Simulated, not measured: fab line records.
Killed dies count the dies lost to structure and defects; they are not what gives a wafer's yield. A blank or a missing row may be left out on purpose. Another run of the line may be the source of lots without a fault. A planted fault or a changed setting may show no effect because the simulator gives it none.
A lot that was struck, set against a sound lot | flow sky130 | 14 out of 708 route steps
Sound: these wafers, L501.2, L501.3, L501.5. Struck: wafers L497.2, L497.4, L497.5. Last of all comes the cause.
Per side, at each step with rows, come the tool, then ch with its chambers, and then its first start. Under that, the readings that differ: sound wafers | struck wafers | difference of the means | sigmas: that difference in standard deviations of wafers without a fault.
alike: readings with means less than 2 such deviations apart, plus words and numbers identical on both sides. not compared: withheld readings, readings lacking a value on some wafer, bounds such as >300 that could conceal the same value, and numbers that have no deviation in the record and whose values overlap.
A row with sigmas, a row that says differs or no value, or rows on one side alone: a step with any of these is where the two part. Numbers that don't overlap but have no deviation are shown without sigmas and don't part them. A reading missing from all wafers of one side parts the sides only when that side holds two or more wafers.

SKY_RES_PROTECT_STRIP_07: strips in O2/N2.
  sound on plasma-asher-04 ch 0,1, day 23 04:25; struck on plasma-asher-04 ch 0,1, day 21 22:48
  alike: drypump-motor-current-A, n2-flow-sccm, oes-product-au, strip-time-to-endpoint-s
  not compared: rf-hours-counter-h
SKY_RES_PROTECT_TW_MEAS_08:
  struck on film-metro-02, day 21 22:55; sound on film-metro-02, day 23 04:31
  alike: POLY_GATE_TW
then, 2 steps without rows for these wafers: SKY_RES_PROTECT_CLEAN_09 (cleans in SC1/SC2, time 150 s); SKY_POLY_GATE_CVD_03 (deposits Si3N4 from DCS/NH3, target thk 75 nm, time 1290 s).
SKY_POLY_GATE_THK_MEAS_04:
  struck on film-metro-02, day 22 01:28; sound on film-metro-03, day 23 05:59
  alike: POLY_GATE_CVD_03_THK
then, 7 steps without rows for these wafers: SKY_POLY_GATE_DEHYDRATE_05 (time 60 s); SKY_POLY_GATE_HMDS_06 (prime time 60 s); SKY_POLY_GATE_COAT_07 (resist thk 110 nm); SKY_POLY_GATE_COAT_08 (resist thk 450 nm); SKY_POLY_GATE_SOFTBAKE_09 (time 90 s); SKY_POLY_GATE_EXPOSE_10 (exposes mask P1M, target cd 150 nm); SKY_POLY_GATE_PEB_11.
SKY_POLY_GATE_DEVELOP_12: develop time 60 s.
  sound on litho-track-03 ch 0, day 24 12:00; struck on litho-track-03, day 23 08:00
  no value came back on the struck wafers for chill-plate-temp-C (C), develop-time-s (s); on the sound wafers chill-plate-temp-C (C) reads 22.96 23.07 23.00
  reading                                          | sound             | struck          | difference | sigmas
  model.KrF-thick_of_POLY_GATE_COAT_08.thk-nm (nm) | 435.3 437.4 436.4 | 453 453.1 452.8 | +17        |
SKY_POLY_GATE_CD_MEAS_13: the cd target is 150 nm.
  struck on cd-sem-01, day 23 08:44; sound on cd-sem-01, day 24 12:41
  reading    | sound             | struck | difference                    | sigmas
  cd-nm (nm) | 151.6 151.0 150.2 | - - -  | no value on the struck wafers |

## WHERE THEY PART
At SKY_POLY_GATE_DEVELOP_12 first; at SKY_POLY_GATE_CD_MEAS_13 last (within this record only).

WHY: what had been put in by the simulator
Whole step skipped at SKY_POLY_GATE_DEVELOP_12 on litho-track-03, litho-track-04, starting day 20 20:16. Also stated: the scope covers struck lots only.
